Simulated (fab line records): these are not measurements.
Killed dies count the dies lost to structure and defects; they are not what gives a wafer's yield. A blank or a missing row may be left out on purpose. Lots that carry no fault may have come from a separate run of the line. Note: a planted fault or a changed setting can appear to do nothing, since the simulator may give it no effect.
A single fault, viewed from 2 desks :: flow gf180mcu :: each desk has only its own numbers; what lay behind them comes last

## FROM THE METROLOGY DESK
Lot by lot, what the gauges showed, no matter which tool ran the lot: averages of those sampled wafers that carry a number. A lot is out of limits, marked OUT, if its mean lies more than 4 standard deviations from the usual mean; the brackets give that distance.
Columns: A = M4_ALCU_RS at GF_M4_RS_MEAS_05, usual 0.0696 ohm/sq
lot: L101
first seen here: day 23 01:54
A: 0.0702

lot: L103
first seen here: day 23 16:42
A: 0.0688

lot: L104
first seen here: day 24 04:46
A: 0.0692

lot: L108
first seen here: day 25 09:24
A: 0.0694

lot: L110
first seen here: day 25 20:33
A: 0.0710

lot: L112
first seen here: day 27 00:28
A: 0.0697

lot: L111
first seen here: day 27 00:39
A: 0.0692

lot: L113
first seen here: day 27 03:37
A: 0.0701

lot: L117
first seen here: day 28 03:47
A: 0.0691

lot: L119
first seen here: day 28 23:35
A: 0.0687

lot: L120
first seen here: day 29 00:26
A: 0.0691

lot: L121
first seen here: day 29 05:29
A: 0.0708

lot: L122
first seen here: day 29 12:36
A: 0.0695

lot: L123
first seen here: day 29 19:44
A: 0.0702

lot: L124
first seen here: day 29 21:05
A: 0.0692
Finding of this desk: none of the 15 lots has anything out of limits.

## FOR THE TOOL OWNER'S DESK: krf-scanner-01
The tool's own readings at GF_M4_EXPOSE_11 (exposes mask Metal4, target cd 280 nm): means of the sampled wafers that have a number, for each lot that ran on this tool. A lot is out of limits, marked OUT, if its mean lies more than 4 standard deviations from the usual mean; the brackets give that distance.
Columns: A = exposure-dose-mJ-cm2 at GF_M4_EXPOSE_11, usual 27.984; B = focus-offset-nm at GF_M4_EXPOSE_11, usual 0.0 nm
lot: L101
first seen here: day 23 13:19
A: 27.933
B: 0.8

lot: L103
first seen here: day 24 03:31
A: 27.988
B: 0.2

lot: L104
first seen here: day 24 16:05
A: 28.013
B: 0.3

lot: L113
first seen here: day 27 13:56
A: 27.998
B: 0.1

lot: L119
first seen here: day 29 09:19
A: 28.026
B: -0.2

lot: L120
first seen here: day 29 10:27
A: 27.935
B: 0.3

lot: L121
first seen here: day 29 15:47
A: 27.954
B: -0.0

lot: L122
first seen here: day 29 22:17
A: 28.010
B: 0.2

lot: L123
first seen here: day 30 04:56
A: 27.986
B: -0.1

lot: L124
first seen here: day 30 06:11
A: 27.975
B: -0.1
Finding of this desk: none of the 10 lots has anything out of limits.

## TAKEN TOGETHER
The metrology desk saw nothing out of limits.
Nothing out of limits was seen by the tool owner's desk.

## WHAT WAS PUT IN BY THE SIMULATOR
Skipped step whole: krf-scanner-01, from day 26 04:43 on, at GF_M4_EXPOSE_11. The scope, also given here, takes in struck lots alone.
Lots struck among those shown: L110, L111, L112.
